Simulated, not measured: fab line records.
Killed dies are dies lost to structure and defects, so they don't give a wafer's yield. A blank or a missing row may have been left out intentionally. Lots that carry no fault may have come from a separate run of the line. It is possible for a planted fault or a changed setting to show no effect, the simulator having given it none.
Comparing a struck lot with a sound one ; flow sky130 ; 32 steps out of a route of 708
Sound: wafers L482.3, L482.4, L482.5. The struck wafers were L495.3, L495.5, L495.6. Last of all comes the cause.
Per side, at each step with rows, come the tool, then ch with its chambers, and then its first start. Under that, the readings that differ: sound wafers ; struck wafers ; difference of the means ; sigmas: that difference in standard deviations of wafers without a fault.
alike: readings with means less than 2 such deviations apart, plus words and numbers identical on both sides. not compared: withheld readings, readings lacking a value on some wafer, bounds such as >300 that could conceal the same value, and numbers that have no deviation in the record and whose values overlap.
A row with sigmas, a row that says differs or no value, or rows on one side alone: a step with any of these is where the two part. Numbers that have no deviation but don't overlap get no sigmas and don't part them. Lack of a reading on every wafer of one side parts them only where that side has two or more wafers.

SKY_CONTACT_ETCH_18: etches Si3N4 in CHF3/O2, stops on TiN, time 39 s, target depth 75 nm.
  sound: rie diel-03 ch 1,3; struck: rie diel-03 ch 0,2,3
  alike: drypump motor current A, oes product au, throttle valve pct
  not compared: rf hours counter h
SKY_CONTACT_STRIP_19: strips in O2/N2.
  sound on plasma asher-02 ch 0,1, day 34 08:29; struck on plasma asher-02 ch 0,1, day 37 13:23
  alike: drypump motor current A, oes product au, strip time to endpoint s
  not compared: rf hours counter h
then, 5 steps without rows for these wafers: SKY_CONTACT_STRIP_20 (strips in post etch residue remover, time 1200 s); SKY_CONTACT_CLEAN_21 (cleans in IPA, time 180 s); SKY_CONTACT_CLEAN_22 (cleans in O3/DIW); SKY_CONTACT_SPUTTER_23 (material TiN, target thk 20 nm, time 80 s); SKY_CONTACT_CVD_24 (deposits W, target thk 340 nm, time 102.12 s).
SKY_CONTACT_RS_MEAS_25: the measuring method here is four-point-probe.
  sound: film metro-03 at day 34 09:15; struck: film metro-03 at day 37 14:09
  alike: CONTACT_W_RS
SKY_CONTACT_THK_MEAS_26: measures by xrf.
  sound: film metro-03 at day 34 09:21; struck: film metro-03 at day 37 14:15
  alike: CONTACT_W_THK
then, 1 step without rows for these wafers: SKY_CONTACT_CMP_27 (polishes, stops on SiO2, t overpolish 15 s, target thk 0 nm).
SKY_METAL1_SPUTTER_00: material Ti, target thk 15 nm, time 10 s.
  sound: pvd sputter-04 at day 34 09:41; struck: pvd sputter-02 at day 37 14:35
  alike: chamber pressure pa, throttle valve pct
then, 1 step without rows for these wafers: SKY_METAL1_SPUTTER_01 (material TiN, target thk 20 nm, time 16.7 s).
SKY_METAL1_SPUTTER_02: material AlCu, target thk 250 nm, time 13.3 s.
  sound: pvd sputter-04 at day 34 09:44; struck: pvd sputter-02 at day 37 14:38
reading;sound;struck;difference;sigmas
chamber pressure pa (Pa);0.4000 0.3996 0.4004;0.4448 0.4454 0.4451;+0.0451;+64
throttle valve pct (%);31.1 30.3 30.1;28.1 27.9 28.1;-2.5;-4
  not compared: model.AlCu_of_METAL1_SPUTTER_02.thk nm
SKY_METAL1_SPUTTER_03: material Ti, target thk 5 nm, time 3.3 s.
  sound: pvd sputter-04 at day 34 09:46; struck: pvd sputter-02 at day 37 14:40
  alike: chamber pressure pa, throttle valve pct
then, 1 step without rows for these wafers: SKY_METAL1_SPUTTER_04 (material TiN, target thk 70 nm, time 58.3 s).
SKY_METAL1_RS_MEAS_05: the measuring method here is four-point-probe.
  sound: film metro-03 at day 34 09:52; struck: film metro-03 at day 37 14:46
reading;sound;struck;difference;sigmas
METAL1_ALCU_RS (ohm/sq);0.1287 0.1275 0.1278;0.1292 0.1315 0.1299;+0.0022;+2
SKY_METAL1_THK_MEAS_06: measures by xrf.
  sound: film metro-03 at day 34 09:58; struck: film metro-03 at day 37 14:52
reading;sound;struck;difference;sigmas
METAL1_ALCU_THK (nm);251.5 250.1 250.5;246.7 242.8 245.6;-5.7;-3
then, 8 steps without rows for these wafers: SKY_METAL1_DEHYDRATE_07 (time 60 s); SKY_METAL1_HMDS_08 (prime time 60 s); SKY_METAL1_COAT_09 (resist thk 60 nm); SKY_METAL1_COAT_10 (resist thk 450 nm); SKY_METAL1_SOFTBAKE_11 (time 90 s); SKY_METAL1_EXPOSE_12 (exposes mask MM1, target cd 140 nm); SKY_METAL1_PEB_13; SKY_METAL1_DEVELOP_14 (develop time 60 s).
SKY_METAL1_CD_MEAS_15: the cd target is 140 nm.
  sound: cd sem-02 at day 35 12:19; struck: cd sem-02 at day 38 16:39
  alike: cd nm
SKY_METAL1_OVL_MEAS_16:
  sound: overlay-01 at day 35 12:25; struck: overlay-02 at day 38 16:44
  alike: METAL1_OVL
then, 1 step without rows for these wafers: SKY_METAL1_DESCUM_17 (chemistry O2, time 8 s).
SKY_METAL1_ETCH_18: etches BARC in N2/H2, stops on SiO2, time 45.9 s, target depth 60 nm.
  sound on rie metal-02 ch 0,1, day 35 12:29; struck on rie metal-04 ch 1, day 38 16:52
  alike: drypump motor current A, oes product au, throttle valve pct
  not compared: rf hours counter h
SKY_METAL1_METAL_ETCH_19: etches the open film in Cl2/BCl3, stops on SiO2, target depth 360 nm, time 78 s.
  sound on rie metal-02 ch 0,1, day 35 12:34; struck on rie metal-04 ch 1, day 38 17:01
  alike: drypump motor current A, oes product au, throttle valve pct
  not compared: rf hours counter h, model.etch.depth nm, model.METAL1.feature depth nm
then, 1 step without rows for these wafers: SKY_METAL1_STRIP_20 (strips in O2/N2).
-- the record jumps here: 12 days lie between the struck wafers' starts before and after (it left off in module METAL1 and takes up again in module PAD_OPEN, whose first step shown is number 708 of the route) --
SKY_PAD_OPEN_PROBE_99:
  sound: prober-02 at day 48 02:12; struck: prober-02 at day 50 09:16
  alike: defect limited yield, killed_at_M0_to_M3, killed_at_M4_up, killed at contacts, killed at front end, killed dies, killed open, killed short, sort_bin_3_pad_short, sort_bin_5_function, sort_bin_6_memory, sort n pass, sort yield pct
  not compared: model.etest.met1.rs ohm sq

== WHERE THEY PART ==
First at SKY_METAL1_SPUTTER_02; last, within this record, at SKY_METAL1_THK_MEAS_06. Later steps at which nothing parts them and some readings are alike: SKY_METAL1_CD_MEAS_15, SKY_METAL1_OVL_MEAS_16, SKY_METAL1_ETCH_18, SKY_METAL1_METAL_ETCH_19, SKY_PAD_OPEN_PROBE_99.

WHY: the cause the simulator had injected
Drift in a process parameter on pvd sputter-02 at SKY_METAL1_SPUTTER_02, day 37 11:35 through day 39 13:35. The setting chamber pressure pa was moved by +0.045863, starting from 0.4. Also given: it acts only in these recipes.
